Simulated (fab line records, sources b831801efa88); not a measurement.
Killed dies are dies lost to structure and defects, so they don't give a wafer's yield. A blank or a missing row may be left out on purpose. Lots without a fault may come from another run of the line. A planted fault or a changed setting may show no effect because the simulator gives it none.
Which tool did it? | flow sky130 | 12 lots, 36 wafers sampled, at 5 steps of a route of 708

WHAT THE GAUGES READ, wafer by wafer
SKY_VIA2_THK_MEAS_23: measures by xrf.
lot  | measured     | on            | VIA2_W_THK (nm)
L075 | day 37 00:16 | film_metro-03 | 433 441 437
L077 | day 37 13:40 | film_metro-04 | 428 436 435
L080 | day 38 12:13 | film_metro-03 | 427 432 435
L081 | day 39 06:11 | film_metro-03 | 427 426 427
L083 | day 39 16:51 | film_metro-03 | 431 430 429
L085 | day 40 01:11 | film_metro-03 | 427 434 438
L087 | day 40 14:37 | film_metro-04 | 431 426 432
L089 | day 41 08:21 | film_metro-03 | 452 449 450
L092 | day 42 01:41 | film_metro-04 | 423 421 425
L093 | day 42 10:23 | film_metro-01 | 420 423 421
L095 | day 42 19:26 | film_metro-01 | 435 439 447
L097 | day 43 09:49 | film_metro-03 | 455 451 450

WHICH TOOL RAN EACH LOT (tool, then ch and the chambers of the sampled wafers, then the start)
lot  | SKY_VIA1_CMP_24               | SKY_METAL2_SPUTTER_03        | SKY_METAL2_DESCUM_17              | SKY_VIA2_STRIP_16
L075 | cmp-02 ch 0,2,3, day 34 15:42 | pvd_sputter-04, day 34 15:58 | rie_metal-02 ch 0, day 35 18:53   | plasma_asher-02 ch 0,1, day 36 23:22
L077 | cmp-01 ch 0,2,3, day 35 06:28 | pvd_sputter-04, day 35 06:47 | rie_metal-01 ch 1, day 36 09:40   | plasma_asher-03 ch 0,1, day 37 12:46
L080 | cmp-02 ch 2,3, day 36 04:20   | pvd_sputter-03, day 36 04:43 | rie_metal-01 ch 1, day 37 07:22   | plasma_asher-03 ch 0,1, day 38 11:17
L081 | cmp-02 ch 0,1,3, day 36 22:40 | pvd_sputter-03, day 36 22:59 | rie_metal-02 ch 1, day 38 01:53   | plasma_asher-01 ch 0,1, day 39 05:17
L083 | cmp-01 ch 0,1,2, day 37 11:13 | pvd_sputter-03, day 37 11:32 | rie_metal-03 ch 0,1, day 38 13:52 | plasma_asher-03 ch 0,1, day 39 15:56
L085 | cmp-02 ch 2,3, day 37 19:46   | pvd_sputter-03, day 37 20:05 | rie_metal-03 ch 0, day 38 22:05   | plasma_asher-03 ch 0,1, day 40 00:17
L087 | cmp-02 ch 0,1,3, day 38 10:25 | pvd_sputter-02, day 38 10:47 | rie_metal-03 ch 0,1, day 39 11:34 | plasma_asher-02 ch 0,1, day 40 13:43
L089 | cmp-02 ch 1,2, day 39 03:37   | pvd_sputter-02, day 39 03:59 | rie_metal-03 ch 0,1, day 40 04:47 | plasma_asher-01 ch 0,1, day 41 07:26
L092 | cmp-01 ch 1,2, day 39 22:14   | pvd_sputter-03, day 39 22:36 | rie_metal-02 ch 0,1, day 40 23:01 | plasma_asher-01 ch 0,1, day 42 00:44
L093 | cmp-02 ch 0,1, day 40 07:07   | pvd_sputter-03, day 40 07:26 | rie_metal-01 ch 0,1, day 41 08:01 | plasma_asher-02 ch 0,1, day 42 09:29
L095 | cmp-02 ch 0,1,3, day 40 16:05 | pvd_sputter-04, day 40 16:27 | rie_metal-03 ch 0, day 41 16:44   | plasma_asher-01 ch 0,1, day 42 18:32
L097 | cmp-01 ch 1,2, day 41 07:31   | pvd_sputter-02, day 41 07:53 | rie_metal-03 ch 0,1, day 42 07:58 | plasma_asher-01 ch 0,1, day 43 08:53
- SKY_VIA1_CMP_24: polishes, stops on SiO2, t overpolish 15 s, target thk 0 nm.
- SKY_METAL2_SPUTTER_03: material Ti, target thk 5 nm, time 3.3 s.
- SKY_METAL2_DESCUM_17: chemistry O2, time 8 s.
- SKY_VIA2_STRIP_16: strips in O2/N2.

THE ANSWER, worked out from the rows above alone
Rule: what is usual is taken from the lots themselves. Put in order of their means at a reading, lots are off if they are a third of the lots or fewer, leave a main group of 4 or more, and stand apart from it by a gap of 3 or more times the standard deviation of the main group's means; of several such gaps the widest counts. A main group whose means are all the same, to the digits that the tables above print for the reading, isn't used. A lot without any number at a reading at which 4 lots or more have one is off too. The other lots that the step has rows for count as sound.
No lot is off at any reading shown: from this, nothing can be told.

WHAT THE SIMULATOR HAD PUT IN
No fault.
